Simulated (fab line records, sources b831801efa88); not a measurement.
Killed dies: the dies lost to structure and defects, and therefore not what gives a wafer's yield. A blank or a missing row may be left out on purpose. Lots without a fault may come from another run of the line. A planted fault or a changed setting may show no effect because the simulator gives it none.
fab line records ; flow sfq_line
record lots=14; wafers=42; last_day=75
route steps=325 shown JJ@196 M5@204 R5@213
lots with no fault: from the same line, run without faults
start_h: the number of hours between the record's first day and the start of the first shown wafer of the lot ; wait_h: hours from the lot's prior step to this one ; " unchanged from the row above ; L1.1+2: a single row standing in for several wafers ; - no value present, or no start provided ; * or withheld: withheld ; < > ~ a bound
route shown NAME@n: NAME is a module with steps in the file, n the number in the route of the first one ; usual: mean/standard deviation taken from wafers without a fault ; same: alike in all rows ; chamber/n: place in a boat ; sites: each site's reading ; _std_site: their standard deviation ; _edge_site: the outer-site mean with the inner-site mean subtracted ; radius_mm: for every site, how far away it sits from the centre of the wafer ; mask NAME#n: copy n ; behind: tool/chamber where the wafer was last shaped ; hold: why the lot went on hold/how many hours it stayed there/how the hold came to an end ; device: transistor that didn't switch, given as n, p or np ; end of line: at the end of the route, the tests of the same wafers ; a step with no rows: only its recipe ; killed: the dies lost at the first sort to structure and to defects; this is not the yield of the wafer ; map: per-die view of a wafer (x killed, . not killed, _ where there is no die)
set.NAME: the setting the step ran with; set.NAME@STEP: the setting that earlier step ran with ; model.NAME: the simulator's own value behind a step, which no gauge read
steps of the route over a sample of lots; a table a step, a row a wafer
services: from which hour (start_h, from the record's first day; less than 0 if before it) a tool's chamber was out of use, for how many hours, and why
## steps
# step SFQ_TRILAYER_JJ_CE_STRIP_STRIP_120
# recipe gas=O2; power_w=200; platen_temp_c=40; overash_fraction=0.65; chemistry=O2; pressure_mtorr=50
# usual drypump_motor_current_A=5.9/0.35; oes_product_au=1.000/0.0072
lot.wafer;tool;chamber;start_h;wait_h;drypump_motor_current_A;oes_product_au;rf_hours_counter_h
L437.4;rie_metal-04;0;945.99;0.2;6.4;1.001;-
L437.5;rie_metal-04;1;945.99;0.2;5.4;0.993;-
L437.6;rie_metal-04;0;945.99;0.2;6.4;1.007;-
L439.1;rie_metal-02;1;977.09;0.0;6.2;0.999;115
L439.3;rie_metal-02;0;977.09;0.0;5.6;1.004;-
L439.6;rie_metal-02;0;977.09;0.0;5.6;1.000;-
L440.1;rie_metal-03;0;979.49;0.0;5.9;1.004;37
L440.2;rie_metal-03;1;979.49;0.0;6.0;0.999;77
L440.5;rie_metal-03;1;979.49;0.0;6.0;0.989;-
L443.3;rie_metal-04;1;1003.74;0.2;5.4;1.008;-
L443.4;rie_metal-04;0;1003.74;0.2;6.4;1.002;-
L443.5;rie_metal-04;0;1003.74;0.2;6.4;1.011;-
L444.1;rie_metal-02;1;1009.03;0.0;6.2;1.002;121
L444.2;rie_metal-02;0;1009.03;0.0;5.6;0.994;149
L444.3;rie_metal-02;1;1009.03;0.0;6.2;1.007;-
L445.1;rie_metal-03;0;1037.68;0.0;5.9;1.006;47
L445.3;rie_metal-03;1;1037.68;0.0;6.0;0.999;-
L445.6;rie_metal-03;1;1037.68;0.0;5.9;1.000;-
L446.1;rie_metal-03;0;1061.23;0.0;5.8;1.006;51
L446.5;rie_metal-03;1;1061.23;0.0;6.0;1.000;-
L446.6;rie_metal-03;0;1061.23;0.0;5.9;1.004;-
L447.1;rie_metal-02;0;1090.34;0.0;5.6;0.992;165
L447.4;rie_metal-02;0;1090.34;0.0;5.6;0.998;-
L447.5;rie_metal-02;1;1090.34;0.0;6.3;1.004;-
L448.1;rie_metal-04;0;1096.49;0.0;6.4;1.009;137
L448.2;rie_metal-04;1;1096.49;0.0;5.4;0.993;93
L448.3;rie_metal-04;1;1096.49;0.0;5.4;1.010;-
L449.2;rie_metal-03;1;1111.94;0.0;5.9;0.985;100
L449.4;rie_metal-03;0;1111.94;0.0;5.8;1.002;-
L449.6;rie_metal-03;1;1111.94;0.0;5.9;0.991;-
L450.2;rie_metal-02;0;1129.28;0.0;5.6;0.983;1
L450.4;rie_metal-02;0;1129.28;0.0;5.6;0.985;-
L450.5;rie_metal-02;1;1129.28;0.0;6.2;0.991;-
L456.1;rie_metal-03;0;1219.21;0.0;5.9;0.998;77
L456.3;rie_metal-03;1;1219.21;0.0;6.0;0.993;-
L456.6;rie_metal-03;0;1219.21;0.0;5.9;1.005;-
L458.1;rie_metal-04;0;1254.41;0.0;6.4;1.006;160
L458.4;rie_metal-04;1;1254.41;0.0;5.4;0.989;-
L458.5;rie_metal-04;0;1254.41;0.0;6.4;0.995;-
L459.1;rie_metal-03;1;1283.59;0.0;5.9;0.999;125
L459.2;rie_metal-03;0;1283.59;0.0;5.9;1.010;85
L459.3;rie_metal-03;1;1283.59;0.0;5.9;0.996;-
# step SFQ_M5_OVL_MEAS_932
# usual M5_OVL=-1/6
lot.wafer;tool;chamber;start_h;wait_h;M5_OVL[nm]
L437.4;overlay-02;-;1014.48;0.1;-11
L437.5;overlay-02;-;1014.48;0.1;1
L437.6;overlay-02;-;1014.48;0.1;-8
L439.1;overlay-02;-;1050.85;0.1;0
L439.3;overlay-02;-;1050.85;0.1;1
L439.6;overlay-02;-;1050.85;0.1;-6
L440.1;overlay-02;-;1052.05;0.1;-5
L440.2;overlay-02;-;1052.05;0.1;0
L440.5;overlay-02;-;1052.05;0.1;-6
L443.3;overlay-02;-;1079.97;0.1;-9
L443.4;overlay-02;-;1079.97;0.1;2
L443.5;overlay-02;-;1079.97;0.1;-7
L444.1;overlay-02;-;1084.76;0.1;-9
L444.2;overlay-02;-;1084.76;0.1;0
L444.3;overlay-02;-;1084.76;0.1;-8
L445.1;overlay-02;-;1116.55;0.1;10
L445.3;overlay-02;-;1116.55;0.1;4
L445.6;overlay-02;-;1116.55;0.1;-3
L446.1;overlay-02;-;1151.69;0.1;6
L446.5;overlay-02;-;1151.69;0.1;8
L446.6;overlay-02;-;1151.69;0.1;5
L447.1;overlay-02;-;1190.09;0.1;7
L447.4;overlay-02;-;1190.09;0.1;13
L447.5;overlay-02;-;1190.09;0.1;7
L448.1;overlay-01;-;1198.29;0.1;7
L448.2;overlay-01;-;1198.29;0.1;3
L448.3;overlay-01;-;1198.29;0.1;3
L449.2;overlay-02;-;1216.04;0.1;4
L449.4;overlay-02;-;1216.04;0.1;4
L449.6;overlay-02;-;1216.04;0.1;1
L450.2;overlay-01;-;1234.04;0.1;2
L450.4;overlay-01;-;1234.04;0.1;-4
L450.5;overlay-01;-;1234.04;0.1;-9
L456.1;overlay-01;-;1346.98;0.1;-11
L456.3;overlay-01;-;1346.98;0.1;-8
L456.6;overlay-01;-;1346.98;0.1;-3
L458.1;overlay-02;-;1381.78;0.1;-2
L458.4;overlay-02;-;1381.78;0.1;0
L458.5;overlay-02;-;1381.78;0.1;-9
L459.1;overlay-01;-;1412.33;0.1;-1
L459.2;overlay-01;-;1412.33;0.1;-9
L459.3;overlay-01;-;1412.33;0.1;3
# step SFQ_TRILAYER_M5_ETCH_METAL_ETCH_126
# recipe target=Nb; stop_on=SiO2; mask_material=PR; over_etch_frac=0.15; time_s=203.2; chemistry=Cl2/BCl3; target_depth_nm=265; icp_w=600; bias_w=80; pressure_mtorr=10
# usual drypump_motor_current_A=5.89/0.18; oes_product_au=0.728/0.0062; over_etch_frac=0.15/0; rf_fwd_power_W=597.6/1.7
# same time_s=203.2
lot.wafer;tool;chamber;start_h;wait_h;drypump_motor_current_A;oes_product_au;over_etch_frac;rf_fwd_power_W;rf_hours_counter_h
L437.4;rie_metal-03;1;1014.62;0.1;5.93;0.731;0.15;596.1;-
L437.5;rie_metal-03;1;1014.62;0.1;5.94;0.730;0.15;596.6;-
L437.6;rie_metal-03;0;1014.62;0.1;5.89;0.733;0.15;595.8;-
L439.1;rie_metal-03;1;1050.94;0.0;5.94;0.724;0.15;597.2;89
L439.3;rie_metal-03;0;1050.94;0.0;5.88;0.738;0.15;597.7;-
L439.6;rie_metal-03;0;1050.94;0.0;5.90;0.735;0.15;598.2;-
L440.1;rie_metal-02;0;1052.16;0.1;5.62;0.719;0.15;596.2;157
L440.2;rie_metal-02;1;1052.16;0.1;6.24;0.730;0.15;598.2;127
L440.5;rie_metal-02;1;1052.16;0.1;6.21;0.721;0.15;598.8;-
L443.3;rie_metal-02;0;1080.12;0.1;5.61;0.722;0.15;595.9;-
L443.4;rie_metal-02;1;1080.12;0.1;6.23;0.730;0.15;597.4;-
L443.5;rie_metal-02;1;1080.12;0.1;6.26;0.719;0.15;598.9;-
L444.1;rie_metal-02;1;1084.85;0.0;6.22;0.729;0.15;596.6;133
L444.2;rie_metal-02;0;1084.85;0.0;5.61;0.724;0.15;595.0;163
L444.3;rie_metal-02;1;1084.85;0.0;6.25;0.732;0.15;597.4;-
L445.1;rie_metal-03;0;1116.64;0.0;5.86;0.727;0.15;600.4;61
L445.3;rie_metal-03;0;1116.64;0.0;5.86;0.732;0.15;595.8;-
L445.6;rie_metal-03;0;1116.64;0.0;5.88;0.729;0.15;597.5;-
L446.1;rie_metal-02;0;1151.78;0.0;5.65;0.730;0.15;597.0;4
L446.5;rie_metal-02;0;1151.78;0.0;5.64;0.731;0.15;599.4;-
L446.6;rie_metal-02;1;1151.78;0.0;6.25;0.719;0.15;596.4;-
L447.1;rie_metal-01;1;1190.18;0.0;5.85;0.723;0.15;597.8;16
L447.4;rie_metal-01;1;1190.18;0.0;5.86;0.726;0.15;598.0;-
L447.5;rie_metal-01;0;1190.18;0.0;5.76;0.735;0.15;599.5;-
L448.1;rie_metal-01;1;1198.38;0.0;5.87;0.733;0.15;597.8;18
L448.2;rie_metal-01;0;1198.38;0.0;5.75;0.725;0.15;599.6;60
L448.3;rie_metal-01;1;1198.38;0.0;5.84;0.734;0.15;595.1;-
L449.2;rie_metal-01;0;1216.13;0.0;5.76;0.725;0.15;597.3;63
L449.4;rie_metal-01;0;1216.13;0.0;5.76;0.729;0.15;595.9;-
L449.6;rie_metal-01;1;1216.13;0.0;5.85;0.693;0.24096;595.0;-
L450.2;rie_metal-01;0;1234.13;0.0;5.77;0.720;0.15;599.1;65
L450.4;rie_metal-01;1;1234.13;0.0;5.87;0.697;0.24096;600.9;-
L450.5;rie_metal-01;0;1234.13;0.0;5.76;0.719;0.15;595.9;-
L456.1;rie_metal-03;0;1347.08;0.0;5.86;0.720;0.15;594.5;93
L456.3;rie_metal-03;0;1347.08;0.0;5.85;0.717;0.15;594.9;-
L456.6;rie_metal-03;0;1347.08;0.0;5.81;0.710;0.15;597.4;-
L458.1;rie_metal-02;0;1381.88;0.0;5.63;0.733;0.15;598.6;35
L458.4;rie_metal-02;1;1381.88;0.0;6.23;0.732;0.15;597.4;-
L458.5;rie_metal-02;1;1381.88;0.0;6.22;0.731;0.15;595.5;-
L459.1;rie_metal-03;1;1412.43;0.0;5.96;0.738;0.15;600.8;139
L459.2;rie_metal-03;0;1412.43;0.0;5.86;0.731;0.15;594.5;99
L459.3;rie_metal-03;0;1412.43;0.0;5.85;0.730;0.15;596.5;-
# step SFQ_TRILAYER_R5_DEP_SPUTTER_133
# recipe material=MoNx; base_pressure_pa=1.33e-06; target_thk_nm=40; power_w=1000; time_s=66.7; chamber_pressure_pa=0.4
# usual throttle_valve_pct=30.9/0.87
# same time_s=66.7
lot.wafer;tool;chamber;start_h;wait_h;throttle_valve_pct
L437.4;pvd_sputter-06;-;1025.90;0.0;31.3
L437.5;pvd_sputter-06;-;1025.90;0.0;30.8
L437.6;pvd_sputter-06;-;1025.90;0.0;31.5
L439.1;pvd_sputter-04;-;1059.21;0.0;30.0
L439.3;pvd_sputter-04;-;1059.21;0.0;29.7
L439.6;pvd_sputter-04;-;1059.21;0.0;29.7
L440.1;pvd_sputter-04;-;1062.12;0.0;29.7
L440.2;pvd_sputter-04;-;1062.12;0.0;30.1
L440.5;pvd_sputter-04;-;1062.12;0.0;29.9
L443.3;pvd_sputter-05;-;1086.21;0.0;29.9
L443.4;pvd_sputter-05;-;1086.21;0.0;31.3
L443.5;pvd_sputter-05;-;1086.21;0.0;29.9
L444.1;pvd_sputter-06;-;1092.21;0.0;32.6
L444.2;pvd_sputter-06;-;1092.21;0.0;30.9
L444.3;pvd_sputter-06;-;1092.21;0.0;31.2
L445.1;pvd_sputter-06;-;1135.55;0.0;32.5
L445.3;pvd_sputter-06;-;1135.55;0.0;30.9
L445.6;pvd_sputter-06;-;1135.55;0.0;31.2
L446.1;pvd_sputter-04;-;1165.55;0.0;31.0
L446.5;pvd_sputter-04;-;1165.55;0.0;30.0
L446.6;pvd_sputter-04;-;1165.55;0.0;30.7
L447.1;pvd_sputter-06;-;1200.23;0.0;32.4
L447.4;pvd_sputter-06;-;1200.23;0.0;31.3
L447.5;pvd_sputter-06;-;1200.23;0.0;31.3
L448.1;pvd_sputter-04;-;1213.55;0.0;30.8
L448.2;pvd_sputter-04;-;1213.55;0.0;29.6
L448.3;pvd_sputter-04;-;1213.55;0.0;29.8
L449.2;pvd_sputter-06;-;1227.23;0.0;31.3
L449.4;pvd_sputter-06;-;1227.23;0.0;32.1
L449.6;pvd_sputter-06;-;1227.23;0.0;32.4
L450.2;pvd_sputter-04;-;1239.41;0.0;29.5
L450.4;pvd_sputter-04;-;1239.41;0.0;29.6
L450.5;pvd_sputter-04;-;1239.41;0.0;30.7
L456.1;pvd_sputter-04;-;1352.35;0.0;29.9
L456.3;pvd_sputter-04;-;1352.35;0.0;29.6
L456.6;pvd_sputter-04;-;1352.35;0.0;29.8
L458.1;pvd_sputter-06;-;1387.15;0.0;31.3
L458.4;pvd_sputter-06;-;1387.15;0.0;32.5
L458.5;pvd_sputter-06;-;1387.15;0.0;32.7
L459.1;pvd_sputter-04;-;1417.98;0.0;30.7
L459.2;pvd_sputter-04;-;1417.98;0.0;29.6
L459.3;pvd_sputter-04;-;1417.98;0.0;29.6
## services
tool;chamber;start_h;hours;kind
rie_metal-02;-;924.60;1.2;repair
pvd_sputter-05;-;925.71;0.5;repair
rie_metal-03;-;945.08;13.5;repair
pvd_sputter-04;-;961.72;7.0;repair
pvd_sputter-05;-;980.38;0.8;repair
rie_metal-02;1;1035.46;8.2;repair
pvd_sputter-05;-;1044.69;0.5;repair
rie_metal-01;1;1050.14;17.0;repair
pvd_sputter-06;-;1060.60;10.6;repair
pvd_sputter-06;-;1073.71;9.4;repair
rie_metal-02;0;1090.94;-;clean
rie_metal-02;0;1090.94;-;consumable_replace:focus_ring
pvd_sputter-06;-;1098.25;19.0;repair
rie_metal-03;-;1169.47;1.4;pm
rie_metal-02;-;1210.28;2.8;pm
pvd_sputter-04;-;1213.66;2.1;repair
pvd_sputter-06;-;1252.16;1.0;repair
pvd_sputter-06;-;1253.00;1.3;repair
pvd_sputter-06;-;1270.74;1.5;repair
rie_metal-04;1;1279.06;11.9;repair
rie_metal-04;1;1325.43;10.2;repair
rie_metal-04;-;1333.39;0.3;repair
pvd_sputter-04;-;1354.35;2.6;repair
pvd_sputter-06;-;1399.72;5.6;repair
## key
first_sign step=SFQ_TRILAYER_M5_ETCH_METAL_ETCH_126; reading=over_etch_frac; direction=up; sigmas=99+; usual=0.15; struck=0.24096
effect step=SFQ_TRILAYER_M5_ETCH_METAL_ETCH_126; reading=oes_product_au; direction=down; sigmas=5.4; usual=0.728; struck=0.695
met_at SFQ_TRILAYER_M5_ETCH_METAL_ETCH_126
struck_lots L449,L450
struck_wafers L449.6,L450.4
not_acting_at SFQ_TRILAYER_JJ_CE_STRIP_STRIP_120,SFQ_M5_OVL_MEAS_932,SFQ_TRILAYER_R5_DEP_SPUTTER_133
onset_between 1198.38 1216.13
fault kind=process_parameter_drift; tool=rie_metal-01; chamber=1; onset_h=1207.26; steps=SFQ_TRILAYER_M5_ETCH_METAL_ETCH_126; channel=over_etch_frac; offset=0.090962; shape=step; end_h=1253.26; stated=0.15
